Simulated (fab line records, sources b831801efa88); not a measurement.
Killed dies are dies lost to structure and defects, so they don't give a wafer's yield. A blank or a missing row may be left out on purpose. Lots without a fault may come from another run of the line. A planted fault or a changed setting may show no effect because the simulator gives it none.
Problem report in the 8D (eight disciplines) form, filled by code | flow sky130 | the parts of the form that need people (team, actions taken, sign-off) are left out

1. THE PROBLEM
developer_temp_C at SKY_SONOS_TUNNEL_DEVELOP_06 reads a mean of 22.04 C on 6 wafers of 2 lots; wafers without a fault read 23.02 C with a standard deviation of 0.11. That is -8.9 standard deviations from the usual mean.
The step: develop time 60 s.
First seen on wafer L194.3, day 13 13:11, on litho_track-04. The record holds 39 wafers of 13 lots with a number at this step. Rule for "out", or "out of limits": more than 4 standard deviations from the usual mean. The other wafers with a number count as sound.

2. WHAT IT IS AND WHAT IT IS NOT
question                    | is                     | is not
which readings at this step | developer_temp_C       | -
which lots                  | L194, L197             | L188, L193, L201, L203, L205, L206, L207, L208, L209, L210, L211
which wafers of those lots  | all that have a number | -
read on which tools         | litho_track-04         | litho_track-02, litho_track-03
when                        | from day 13 13:11      | up to then (6 sound wafers); but 27 sound wafers of L201, L203, L205, L206, L207, L208, L209, L210, L211 came after

3. SUSPECTS, AND WHAT RULES EACH OUT
Counting: a tool at a process step up to the reading stays a suspect if it ran every lot that is out and no sound lot after the first of them.
- litho_track-04 at SKY_SONOS_TUNNEL_DEVELOP_06 (develop time 60 s): ruled out as a lasting fault. Sound lots L205, L211 ran on it after its first lot that is out, L194 (day 13 13:11).
Left after counting: nothing in the record.

4. THE CAUSE (what the simulator had put in)
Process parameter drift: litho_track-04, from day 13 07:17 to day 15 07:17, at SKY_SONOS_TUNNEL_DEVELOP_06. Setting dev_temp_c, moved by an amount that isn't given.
Counting ruled it out, wrongly.

5. THE CHAIN OF EFFECTS, in route order
Each row: a reading whose mean over the struck wafers that have a number lies more than 3 standard deviations from the usual. Only readings for which the record gives a usual standard deviation are gone through. hours: the time from each lot's start at the first step in this table that gives one to its start at this step, as a median over the lots. sigmas: the change in usual standard deviations.
hours | step                        | reading          | usual   | on struck wafers | change | sigmas
0     | SKY_SONOS_TUNNEL_DEVELOP_06 | developer_temp_C | 23.02 C | 22.04            | -0.98  | -8.9
The process steps in it:
- SKY_SONOS_TUNNEL_DEVELOP_06: develop time 60 s.

6. WHAT WOULD HAVE CAUGHT IT SOONER
In this record the first reading out of limits was taken at day 13 13:11, 6 hours after the fault began at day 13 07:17.
